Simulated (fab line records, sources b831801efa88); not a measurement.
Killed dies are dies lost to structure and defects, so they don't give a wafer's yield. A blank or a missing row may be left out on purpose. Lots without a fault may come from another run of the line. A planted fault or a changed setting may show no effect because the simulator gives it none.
Chamber matching | flow gf180mcu | GF_V4_CMP_26 on cmp-02: 4 sister chambers
The step polishes, stops on SiO2, t overpolish 15 s, target thk 0 nm. 14 wafers are shown with their chamber, then 7 later ones without.

WAFERS WITH THEIR CHAMBER
wafer  | chamber | motor_current_A (A) | time_to_endpoint_s (s) | overpolish_run_s (s)
L587.1 | 3       | 11.2                | 83                     | 14.998
L587.4 | 2       | 9.5                 | 88                     | 14.987
L587.6 | 3       | 10.8                | 81                     | 14.978
L590.2 | 3       | 11.8                | 76                     | 15.001
L590.3 | 0       | 12.5                | 84                     | 15.009
L590.5 | 1       | 9.6                 | 78                     | 15.014
L592.3 | 3       | 11.4                | 77                     | 15.004
L592.4 | 2       | 9.4                 | 89                     | 15.012
L592.6 | 0       | 12.6                | 89                     | 15.001
L595.2 | 0       | 13.3                | 88                     | 14.992
L595.3 | 1       | 9.9                 | 78                     | 14.992
L595.4 | 2       | 9.3                 | 86                     | 15.013
L608.2 | 0       | 13.0                | 85                     | 15.020
L608.3 | 2       | 9.5                 | 85                     | 15.005

SIGNATURES (means of the wafers above)
reading            | chamber 0 | chamber 1 | chamber 2 | chamber 3 | scatter within a chamber
motor_current_A    | 12.850    | 9.750     | 9.425     | 11.300    | 0.317
time_to_endpoint_s | 86.50     | 78.00     | 87.00     | 79.25     | 2.44
overpolish_run_s   | 15.00550  | 15.00300  | 15.00425  | 14.99525  | 0.0123
Rule: a wafer's distance from a chamber is the root of the sum, over the readings, of the square of ((its reading less the chamber's mean) divided by the reading's scatter). The wafer belongs to the nearest chamber; if the next one is less than 2 further off, it can't be placed. The scatter: the root of (the sum of the squares of (reading less its chamber's mean) over the shown wafers, divided by (wafers less chambers)).

WAFERS WITHOUT THEIR CHAMBER
wafer  | motor_current_A (A) | time_to_endpoint_s (s) | overpolish_run_s (s)
L608.4 | 11.1                | 77                     | 14.998
L609.1 | 9.1                 | 82                     | 15.008
L609.3 | 12.3                | 87                     | 14.991
L609.5 | 10.1                | 78                     | 14.989
L610.1 | 12.5                | 80                     | 15.001
L610.3 | 11.4                | 74                     | 15.015
L610.6 | 9.6                 | 76                     | 15.002

WHICH CHAMBER EACH WENT THROUGH
wafer  | from the rows above     | in truth
L608.4 | 3                       | 3
L609.1 | can't be placed: 2 or 1 | 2
L609.3 | 0                       | 0
L609.5 | 1                       | 1
L610.1 | can't be placed: 0 or 3 | 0
L610.3 | 3                       | 3
L610.6 | 1                       | 1
Placed correctly: 5 of 7. Can't be placed from these rows: 2 (the true chamber is among the candidates in 2). Placed wrongly: 0.
